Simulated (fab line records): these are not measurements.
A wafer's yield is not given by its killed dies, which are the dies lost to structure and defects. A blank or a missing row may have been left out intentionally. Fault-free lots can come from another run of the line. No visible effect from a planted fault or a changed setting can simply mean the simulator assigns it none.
What tool caused it?    flow sky130    9 lots, 27 wafers sampled, at 1 step of a route of 708

## WHAT THE GAUGES SHOWED, per wafer
SKY_CAPM_OVL_MEAS_12.
lot   measured      on          CAPM_OVL (nm)
L586  day 38 14:01  overlay-01  -2.4 -2.0 -0.6
L588  day 39 05:19  overlay-02  -0.1 0.3 0.6
L590  day 40 03:08  overlay-01  -0.3 -0.5 0.5
L591  day 40 14:58  overlay-01  0.3 -0.7 0.5
L599  day 42 22:28  overlay-02  -0.6 0.3 0.4
L600  day 43 00:15  overlay-02  -1.1 -0.5 -0.8
L602  day 44 03:05  overlay-01  0.1 -0.7 -1.2
L605  day 44 14:17  overlay-02  -0.4 -0.6 -1.4
L603  day 44 20:05  overlay-02  0.0 -0.9 -2.0

## WHAT TOOL EACH LOT RAN ON (gives the tool, then ch and the chambers of the sampled wafers, and finally the start)
Before these readings, the record contains no process step.

## AS READ BY THE TOOLS THEMSELVES (means over the sampled wafers that have a number; for cases with no such wafer, the mark the record gives instead)
The record holds no such reading with a usual standard deviation.

## THE ANSWER, worked out from the rows above alone
Rule: the usual values come from the lots themselves. Put in order of their means at a reading, lots are off if they are a third of the lots or fewer, leave a main group of 4 or more, and stand apart from it by a gap of 3 or more times the standard deviation of the main group's means; of several such gaps the widest counts. The tables above print the reading to a certain number of digits; a main group whose means all agree to those digits is not used. Also off: a lot with no number at a reading for which 4 or more lots have one. All remaining lots with rows at the step are treated as sound. First the gauges in route order, then the tools' own readings, where a lot's mean is used as printed above. At the first step where some lot is off, the reading lying furthest off is the one used; lots without a number count as furthest.
No lot is off on any of the readings shown, so nothing can be concluded from this.

## WHAT WAS PUT IN BY THE SIMULATOR
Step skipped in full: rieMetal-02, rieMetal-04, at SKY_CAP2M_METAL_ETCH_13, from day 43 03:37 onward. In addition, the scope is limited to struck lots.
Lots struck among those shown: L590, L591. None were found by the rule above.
